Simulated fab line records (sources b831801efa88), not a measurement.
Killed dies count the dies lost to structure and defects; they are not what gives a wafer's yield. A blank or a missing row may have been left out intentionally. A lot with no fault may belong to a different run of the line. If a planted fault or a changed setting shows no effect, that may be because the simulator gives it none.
Matching of chambers	flow gf180mcu	4 sister chambers for GF_V3_CMP_04 on cmp-02
The step polishes SiO2. 4 wafers are shown with their chamber, then 11 later ones without.

== WAFERS PAIRED WITH THEIR CHAMBERS ==
wafer	chamber	motor current A (A)
L079.3	1	11.1
L082.2	2	12.0
L082.3	0	13.4
L085.4	3	11.3

== WAFERS WHOSE CHAMBER IS MISSING ==
wafer	motor current A (A)
L085.5	11.6
L085.6	11.1
L092.1	13.0
L092.3	10.9
L092.4	12.9
L096.2	13.5
L096.4	12.0
L096.6	11.3
L097.3	11.6
L097.5	13.9
L097.6	11.2

== WHICH CHAMBER EACH ONE RAN IN ==
wafer	from the rows above	in truth
L085.5	can't be placed: 3 or 2 or 1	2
L085.6	can't be placed: 1 or 3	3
L092.1	0	0
L092.3	can't be placed: 1 or 3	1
L092.4	can't be placed: 0 or 2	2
L096.2	0	0
L096.4	2	2
L096.6	can't be placed: 3 or 1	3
L097.3	can't be placed: 3 or 2 or 1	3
L097.5	0	0
L097.6	can't be placed: 1 or 3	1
Placed correctly: 4 of 11. Cannot be placed on the basis of these rows: 7; the candidates contain the true chamber in 7. Placed wrongly: 0.
How it was worked out, from the rows above alone: a wafer's distance from a chamber is the root of the sum, over the readings, of the square of ((its reading less the chamber's mean) divided by the reading's scatter). The wafer belongs to the nearest chamber; if the next one is less than 2 further off, it can't be placed. Each chamber's mean is taken over the wafers shown for it. The scatter: with one shown wafer a chamber, the root of the mean of the squares of how far each hidden wafer lies from its nearest shown one.
